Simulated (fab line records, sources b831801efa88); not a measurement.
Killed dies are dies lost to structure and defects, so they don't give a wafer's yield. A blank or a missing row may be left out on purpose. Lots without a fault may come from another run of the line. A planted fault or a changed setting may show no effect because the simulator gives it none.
A struck lot beside a sound one | flow sky130 | 18 steps out of a route of 708
Sound: wafers L802.4, L802.5, L802.6. Struck: wafers L809.1, L809.4, L809.6. The cause comes at the end.
At each step with rows: each side's tool, then ch and its chambers, then its first start. Under that, the readings that differ: sound wafers | struck wafers | difference of the means | sigmas: that difference in standard deviations of wafers without a fault.
alike: readings whose means differ by less than 2 such deviations, and words and numbers that are the same on both sides. not compared: withheld readings, readings that some wafer has no value for, bounds like >300 that may hide the same value, and numbers for which the record gives no deviation and whose values overlap.
The two part at a step that has a row with sigmas, a row that says differs or no value, or rows on one side only. Numbers that don't overlap but have no deviation are shown without sigmas and don't part them. A reading that every wafer of one side lacks parts them only if that side has two wafers or more.

first, 3 steps without rows for these wafers: SKY_SONOS_ONO_WET_ETCH_18 (etches Si3N4 in H3PO4, target depth 15 nm, time 172 s); SKY_GATE_OXIDE_CLEAN_00 (cleans in SC1/SC2, time 150 s); SKY_GATE_OXIDE_OXIDATION_01 (stabilise 600 s, purge 300 s, target thk 10.268 nm).
SKY_GATE_OXIDE_THK_MEAS_02:
  sound on film_metro-03, day 15 19:54; struck on film_metro-01, day 18 11:47
  alike: GATE_OXIDE_OXIDATION_00_THK
then, 7 steps without rows for these wafers: SKY_GATE_OXIDE_DEHYDRATE_03 (time 60 s); SKY_GATE_OXIDE_HMDS_04 (prime time 60 s); SKY_GATE_OXIDE_COAT_05 (resist thk 1140 nm); SKY_GATE_OXIDE_SOFTBAKE_06 (time 60 s); SKY_GATE_OXIDE_EXPOSE_07 (exposes mask LVOM, target cd 600 nm); SKY_GATE_OXIDE_PEB_08; SKY_GATE_OXIDE_DEVELOP_09 (develop time 60 s).
SKY_GATE_OXIDE_OVL_MEAS_10:
  sound on overlay-01, day 17 00:44; struck on overlay-02, day 19 17:34
  alike: GATE_OXIDE_OVL
SKY_GATE_OXIDE_IMPLANT_11:
  sound on implanter-01 ch 0, day 17 00:50; struck on implanter-01 ch 0, day 19 17:36
  reading                   | sound              | struck               | difference | sigmas
  beam_energy_keV           | 9.999 9.997 10.000 | 11.645 11.639 11.643 | +1.644     | +99 or more
  model.implant.rp_nm (nm)  | 33.38 33.38 33.38  | 37.91 37.91 37.91    | +4.53      |
  model.implant.drp_nm (nm) | 17.11 17.11 17.11  | 19.06 19.06 19.06    | +1.95      |
then, 1 step without rows for these wafers: SKY_GATE_OXIDE_WET_ETCH_12 (etches SiO2 in dHF, target depth 16.8 nm, time 336 s).
SKY_GATE_OXIDE_STRIP_13: strips in O2/N2.
  sound on plasma_asher-01 ch 0,1, day 17 01:02; struck on plasma_asher-01 ch 0,1, day 19 17:52
  reading                      | sound             | struck            | difference | sigmas
  strip_time_to_endpoint_s (s) | 14.15 14.14 14.14 | 14.21 14.26 14.24 | +0.09      | +2
  alike: drypump_motor_current_A, oes_product_au
  not compared: rf_hours_counter_h
SKY_GATE_OXIDE_TW_MEAS_14:
  sound on film_metro-01, day 17 01:08; struck on film_metro-02, day 19 17:58
  reading       | sound             | struck            | difference | sigmas
  GATE_OXIDE_TW | 222.9 223.9 223.3 | 231.1 231.1 231.0 | +7.7       | +6
then, 1 step without rows for these wafers: SKY_GATE_OXIDE_CLEAN_15 (cleans in SC1/SC2, time 150 s).
-- the record jumps here: 30 days lie between the struck wafers' starts before and after (it left off in module GATE_OXIDE and takes up again in module PAD_OPEN, whose first step shown is number 708 of the route) --
SKY_PAD_OPEN_PROBE_99:
  sound on prober-01, day 47 23:15; struck on prober-02, day 49 21:00
  reading                                  | sound                   | struck                  | difference | sigmas
  killed_open                              | 58 52 63                | 38 42 42                | -17        | -2
  model.etest.pfet_01v8_lvt.off_log10_a_um | -8.886 -8.942 -8.847    | -8.123 -8.124 -8.207    | +0.740     |
  model.etest.pfet_01v8_lvt.vt_sat_v (V)   | -0.4536 -0.4485 -0.4465 | -0.387 -0.3933 -0.3921  | +0.059     |
  model.etest.pfet_01v8_lvt.vt_v (V)       | -0.5413 -0.5344 -0.5322 | -0.4967 -0.5008 -0.4997 | +0.0369    |
  model.etest.pfet_01v8_lvt.vt_long_v (V)  | -0.6522 -0.6493 -0.6503 | -0.6235 -0.6281 -0.6299 | +0.0234    |
  model.etest.pfet_01v8_hvt.vt_long_v (V)  | -1.11 -1.109 -1.108     | -1.113 -1.116 -1.113    | -0.005     |
  alike: killed_at_M0_to_M3, killed_at_M4_up, killed_at_contacts, killed_at_front_end, killed_at_other, killed_dies, killed_short
  not compared: model.etest.nfet_01v8_lvt.vt_long_v, model.etest.nfet_01v8.vt_long_v, model.etest.nfet_01v8_turned.vt_v

WHERE THEY PART
First at SKY_GATE_OXIDE_IMPLANT_11; last, within this record, at SKY_PAD_OPEN_PROBE_99.

WHY: what the simulator had put in
Process parameter drift: implanter-01, from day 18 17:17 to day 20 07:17, at SKY_GATE_OXIDE_IMPLANT_11. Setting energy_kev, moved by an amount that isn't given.
